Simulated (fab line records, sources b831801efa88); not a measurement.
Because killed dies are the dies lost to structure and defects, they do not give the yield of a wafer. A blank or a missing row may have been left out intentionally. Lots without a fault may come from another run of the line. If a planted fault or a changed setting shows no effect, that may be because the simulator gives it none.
Matching of chambers / flow sky130 / 4 sister chambers for SKY_METAL3_ETCH_17 on rie diel-04
The step etches SiO2 in C4F8/O2/Ar, stops on TiN, time 3.9 s, target depth 15 nm. 4 wafers are shown with their chamber, then 12 later ones without.

## WAFERS PAIRED WITH THEIR CHAMBERS
wafer=L083.5; chamber=0; oes product au (a.u.)=0.766
wafer=L083.6; chamber=1; oes product au (a.u.)=0.761
wafer=L086.5; chamber=3; oes product au (a.u.)=0.761
wafer=L086.6; chamber=2; oes product au (a.u.)=0.756

## WAFERS WHOSE CHAMBER IS MISSING
wafer=L087.2; oes product au (a.u.)=0.753
wafer=L087.3; oes product au (a.u.)=0.759
wafer=L087.6; oes product au (a.u.)=0.768
wafer=L091.1; oes product au (a.u.)=0.749
wafer=L091.2; oes product au (a.u.)=0.747
wafer=L091.6; oes product au (a.u.)=0.755
wafer=L094.2; oes product au (a.u.)=0.750
wafer=L094.5; oes product au (a.u.)=0.757
wafer=L094.6; oes product au (a.u.)=0.756
wafer=L096.1; oes product au (a.u.)=0.752
wafer=L096.2; oes product au (a.u.)=0.758
wafer=L096.6; oes product au (a.u.)=0.768

## THE CHAMBER EACH PASSED THROUGH
wafer=L087.2; from the rows above=can't be placed: 2 or 1 or 3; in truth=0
wafer=L087.3; from the rows above=can't be placed: 1 or 3 or 2 or 0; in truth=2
wafer=L087.6; from the rows above=can't be placed: 0 or 1 or 3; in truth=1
wafer=L091.1; from the rows above=can't be placed: 2 or 1 or 3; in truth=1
wafer=L091.2; from the rows above=can't be placed: 2 or 1 or 3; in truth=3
wafer=L091.6; from the rows above=can't be placed: 2 or 1 or 3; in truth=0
wafer=L094.2; from the rows above=can't be placed: 2 or 1 or 3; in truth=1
wafer=L094.5; from the rows above=can't be placed: 2 or 1 or 3 or 0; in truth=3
wafer=L094.6; from the rows above=can't be placed: 2 or 1 or 3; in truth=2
wafer=L096.1; from the rows above=can't be placed: 2 or 1 or 3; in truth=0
wafer=L096.2; from the rows above=can't be placed: 2 or 1 or 3 or 0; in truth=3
wafer=L096.6; from the rows above=can't be placed: 0 or 1 or 3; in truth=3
Correct placement for 0 of the 12. Can't be placed from these rows: 12 (the true chamber is among the candidates in 9). 0 placed wrongly.
How it was worked out, from the rows above alone: a wafer's distance from a chamber is the root of the sum, over the readings, of the square of ((its reading less the chamber's mean) divided by the reading's scatter). The wafer belongs to the nearest chamber; if the next one is less than 2 further off, it can't be placed. Each chamber's mean is taken over the wafers shown for it. The scatter (one wafer shown for each chamber): square how far every hidden wafer sits from the nearest shown wafer, average those squares and take the square root.
